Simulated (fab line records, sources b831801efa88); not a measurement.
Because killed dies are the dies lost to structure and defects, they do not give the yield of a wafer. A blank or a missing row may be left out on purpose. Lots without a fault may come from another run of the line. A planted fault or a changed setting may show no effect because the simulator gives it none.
Which of the tools did it? / flow sky130 / Sampling: 14 lots, 42 wafers, 4 of 708 route steps

## WHAT THE GAUGES SHOWED, per wafer
SKY_FIELD_ISO_THK_MEAS_23.
lot=L920; measured=day 2 09:10; on=film_metro-03; FIELD_ISO_OXIDATION_01_THK (nm)=9.96 9.91 9.80
lot=L921; measured=day 2 14:49; on=film_metro-01; FIELD_ISO_OXIDATION_01_THK (nm)=9.77 10.16 10.02
lot=L922; measured=day 2 18:29; on=film_metro-01; FIELD_ISO_OXIDATION_01_THK (nm)=10.16 10.18 9.98
lot=L923; measured=day 2 23:50; on=film_metro-03; FIELD_ISO_OXIDATION_01_THK (nm)=10.30 10.36 10.33
lot=L925; measured=day 3 11:13; on=film_metro-04; FIELD_ISO_OXIDATION_01_THK (nm)=9.87 10.05 10.21
lot=L929; measured=day 4 08:08; on=film_metro-04; FIELD_ISO_OXIDATION_01_THK (nm)=10.16 10.08 10.20
lot=L930; measured=day 4 12:12; on=film_metro-01; FIELD_ISO_OXIDATION_01_THK (nm)=10.22 10.40 10.29
lot=L933; measured=day 5 01:49; on=film_metro-03; FIELD_ISO_OXIDATION_01_THK (nm)=10.01 10.10 9.91
lot=L934; measured=day 5 08:28; on=film_metro-04; FIELD_ISO_OXIDATION_01_THK (nm)=10.24 10.30 10.36
lot=L939; measured=day 6 11:07; on=film_metro-04; FIELD_ISO_OXIDATION_01_THK (nm)=10.57 10.46 10.42
lot=L940; measured=day 6 17:50; on=film_metro-03; FIELD_ISO_OXIDATION_01_THK (nm)=10.22 10.16 10.30
lot=L941; measured=day 6 21:35; on=film_metro-03; FIELD_ISO_OXIDATION_01_THK (nm)=10.23 10.17 10.06
lot=L942; measured=day 7 01:46; on=film_metro-03; FIELD_ISO_OXIDATION_01_THK (nm)=10.20 10.12 10.10
lot=L943; measured=day 7 06:05; on=film_metro-04; FIELD_ISO_OXIDATION_01_THK (nm)=10.15 10.22 10.21

SKY_VIA1_RS_MEAS_22: the measuring method here is four-point-probe.
lot=L920; measured=day 34 04:31; on=film_metro-01; VIA1_W_RS (ohm/sq)=0.426 0.435 0.426
lot=L921; measured=day 34 11:14; on=film_metro-02; VIA1_W_RS (ohm/sq)=0.431 0.425 0.422
lot=L922; measured=day 34 17:46; on=film_metro-01; VIA1_W_RS (ohm/sq)=0.423 0.419 0.421
lot=L923; measured=day 34 22:59; on=film_metro-02; VIA1_W_RS (ohm/sq)=0.423 0.421 0.421
lot=L925; measured=day 35 16:25; on=film_metro-01; VIA1_W_RS (ohm/sq)=0.419 0.419 0.420
lot=L929; measured=day 37 08:07; on=film_metro-01; VIA1_W_RS (ohm/sq)=0.428 0.430 0.423
lot=L930; measured=day 37 08:34; on=film_metro-02; VIA1_W_RS (ohm/sq)=0.423 0.425 0.426
lot=L933; measured=day 38 01:08; on=film_metro-04; VIA1_W_RS (ohm/sq)=0.426 0.430 0.425
lot=L934; measured=day 38 19:26; on=film_metro-04; VIA1_W_RS (ohm/sq)=0.421 0.424 0.423
lot=L939; measured=day 39 23:08; on=film_metro-04; VIA1_W_RS (ohm/sq)=0.423 0.420 0.423
lot=L940; measured=day 40 08:47; on=film_metro-02; VIA1_W_RS (ohm/sq)=0.429 0.425 0.425
lot=L941; measured=day 40 09:40; on=film_metro-04; VIA1_W_RS (ohm/sq)=0.425 0.426 0.426
lot=L942; measured=day 40 17:13; on=film_metro-04; VIA1_W_RS (ohm/sq)=0.425 0.426 0.424
lot=L943; measured=day 40 19:46; on=film_metro-04; VIA1_W_RS (ohm/sq)=0.427 0.427 0.429

## EACH LOT AND THE TOOL THAT RAN IT (in order: tool; ch and the chambers of the sampled wafers; start)
lot=L920; SKY_PWDE_EXPOSE_04=iline_stepper-02 ch 0, day 3 15:21; SKY_VIA1_ETCH_15=rie_diel-03 ch 2,3, day 34 03:39
lot=L921; SKY_PWDE_EXPOSE_04=iline_stepper-01 ch 0, day 3 20:24; SKY_VIA1_ETCH_15=rie_diel-03 ch 1,2, day 34 10:23
lot=L922; SKY_PWDE_EXPOSE_04=iline_stepper-02 ch 0, day 4 01:17; SKY_VIA1_ETCH_15=rie_diel-03 ch 2,3, day 34 16:56
lot=L923; SKY_PWDE_EXPOSE_04=iline_stepper-01 ch 0, day 4 07:43; SKY_VIA1_ETCH_15=rie_diel-03 ch 1,2,3, day 34 22:08
lot=L925; SKY_PWDE_EXPOSE_04=iline_stepper-01 ch 0, day 4 16:52; SKY_VIA1_ETCH_15=rie_diel-03 ch 1,2, day 35 15:35
lot=L929; SKY_PWDE_EXPOSE_04=iline_stepper-02 ch 0, day 5 18:47; SKY_VIA1_ETCH_15=rie_diel-04 ch 0,2, day 37 07:20
lot=L930; SKY_PWDE_EXPOSE_04=iline_stepper-02 ch 0, day 5 19:22; SKY_VIA1_ETCH_15=rie_diel-02 ch 1,2,3, day 37 07:43
lot=L933; SKY_PWDE_EXPOSE_04=iline_stepper-01, day 6 09:43; SKY_VIA1_ETCH_15=rie_diel-03 ch 1,2,3, day 38 00:21
lot=L934; SKY_PWDE_EXPOSE_04=iline_stepper-01, day 6 21:56; SKY_VIA1_ETCH_15=rie_diel-03 ch 1,2,3, day 38 18:39
lot=L939; SKY_PWDE_EXPOSE_04=iline_stepper-01 ch 0, day 7 21:32; SKY_VIA1_ETCH_15=rie_diel-03 ch 1,2, day 39 22:21
lot=L940; SKY_PWDE_EXPOSE_04=iline_stepper-02 ch 0, day 8 05:13; SKY_VIA1_ETCH_15=rie_diel-03 ch 2,3, day 40 07:36
lot=L941; SKY_PWDE_EXPOSE_04=iline_stepper-01 ch 0, day 8 10:05; SKY_VIA1_ETCH_15=rie_diel-04 ch 0,1,2, day 40 08:42
lot=L942; SKY_PWDE_EXPOSE_04=iline_stepper-01 ch 0, day 8 13:26; SKY_VIA1_ETCH_15=rie_diel-03 ch 1,2, day 40 16:24
lot=L943; SKY_PWDE_EXPOSE_04=iline_stepper-02 ch 0, day 8 17:00; SKY_VIA1_ETCH_15=rie_diel-02 ch 1,2,3, day 40 18:56
- SKY_PWDE_EXPOSE_04: exposes mask PWDEM, target cd 840 nm.
- SKY_VIA1_ETCH_15: etches SiO2 in C4F8/O2/Ar, stops on TiN, target depth 351 nm, time 54 s.

## WHAT THE TOOLS THEMSELVES READ (means of the sampled wafers that have a number; where no wafer has one, the mark that the record gives instead)
SKY_PWDE_EXPOSE_04.
lot=L920; tool=iline_stepper-02; exposure_dose_mJ_cm2=214.13; focus_offset_nm (nm)=-0.2; stage_vel_mm_s (mm/s)=500.14
lot=L921; tool=iline_stepper-01; exposure_dose_mJ_cm2=214.32; focus_offset_nm (nm)=-0.7; stage_vel_mm_s (mm/s)=499.95
lot=L922; tool=iline_stepper-02; exposure_dose_mJ_cm2=214.02; focus_offset_nm (nm)=-0.6; stage_vel_mm_s (mm/s)=499.83
lot=L923; tool=iline_stepper-01; exposure_dose_mJ_cm2=213.74; focus_offset_nm (nm)=0.2; stage_vel_mm_s (mm/s)=499.93
lot=L925; tool=iline_stepper-01; exposure_dose_mJ_cm2=214.05; focus_offset_nm (nm)=-0.4; stage_vel_mm_s (mm/s)=500.06
lot=L929; tool=iline_stepper-02; exposure_dose_mJ_cm2=213.84; focus_offset_nm (nm)=-0.3; stage_vel_mm_s (mm/s)=499.87
lot=L930; tool=iline_stepper-02; exposure_dose_mJ_cm2=213.92; focus_offset_nm (nm)=0.3; stage_vel_mm_s (mm/s)=499.68
lot=L933; tool=iline_stepper-01; exposure_dose_mJ_cm2=-; focus_offset_nm (nm)=-; stage_vel_mm_s (mm/s)=-
lot=L934; tool=iline_stepper-01; exposure_dose_mJ_cm2=-; focus_offset_nm (nm)=-; stage_vel_mm_s (mm/s)=-
lot=L939; tool=iline_stepper-01; exposure_dose_mJ_cm2=214.20; focus_offset_nm (nm)=0.6; stage_vel_mm_s (mm/s)=500.01
lot=L940; tool=iline_stepper-02; exposure_dose_mJ_cm2=213.86; focus_offset_nm (nm)=-0.0; stage_vel_mm_s (mm/s)=499.94
lot=L941; tool=iline_stepper-01; exposure_dose_mJ_cm2=214.10; focus_offset_nm (nm)=-0.1; stage_vel_mm_s (mm/s)=500.08
lot=L942; tool=iline_stepper-01; exposure_dose_mJ_cm2=214.14; focus_offset_nm (nm)=-0.7; stage_vel_mm_s (mm/s)=500.24
lot=L943; tool=iline_stepper-02; exposure_dose_mJ_cm2=213.96; focus_offset_nm (nm)=-0.1; stage_vel_mm_s (mm/s)=499.75

SKY_VIA1_ETCH_15.
lot=L920; tool=rie_diel-03; oes_product_au (a.u.)=0.980
lot=L921; tool=rie_diel-03; oes_product_au (a.u.)=0.984
lot=L922; tool=rie_diel-03; oes_product_au (a.u.)=0.977
lot=L923; tool=rie_diel-03; oes_product_au (a.u.)=0.978
lot=L925; tool=rie_diel-03; oes_product_au (a.u.)=0.986
lot=L929; tool=rie_diel-04; oes_product_au (a.u.)=0.982
lot=L930; tool=rie_diel-02; oes_product_au (a.u.)=0.985
lot=L933; tool=rie_diel-03; oes_product_au (a.u.)=0.989
lot=L934; tool=rie_diel-03; oes_product_au (a.u.)=0.979
lot=L939; tool=rie_diel-03; oes_product_au (a.u.)=0.985
lot=L940; tool=rie_diel-03; oes_product_au (a.u.)=0.983
lot=L941; tool=rie_diel-04; oes_product_au (a.u.)=0.980
lot=L942; tool=rie_diel-03; oes_product_au (a.u.)=0.981
lot=L943; tool=rie_diel-02; oes_product_au (a.u.)=0.977

## THE ANSWER, worked out from the rows above alone
Rule: what is usual is taken from the lots themselves. The widest of any qualifying gaps counts: lots, ordered by their means at a reading, are off when they make up no more than a third of the lots, leave a main group of 4 or more, and stand apart from it by 3 or more times the standard deviation of that group's means. The tables above print the reading to a certain number of digits; a main group whose means all agree to those digits is not used. Also off: a lot with no number at a reading for which 4 or more lots have one. Any other lot the step has rows for is counted as sound. The gauges are gone through in route order, then the tools' own readings, and for those a lot's mean is taken as printed above. At the first step where some lot is off, the reading lying furthest off is the one used; lots without a number count as furthest.
Off: L933, L934 (SKY_PWDE_EXPOSE_04, exposure_dose_mJ_cm2). Without a number there: L933, L934. The main group: mean 214.02, standard deviation 0.16.
A tool fits if, at that step or a process step before it, it ran every lot that is off, and no sound lot after the first of them. None of those tried fits.

## WHAT HAD BEEN PUT IN BY THE SIMULATOR
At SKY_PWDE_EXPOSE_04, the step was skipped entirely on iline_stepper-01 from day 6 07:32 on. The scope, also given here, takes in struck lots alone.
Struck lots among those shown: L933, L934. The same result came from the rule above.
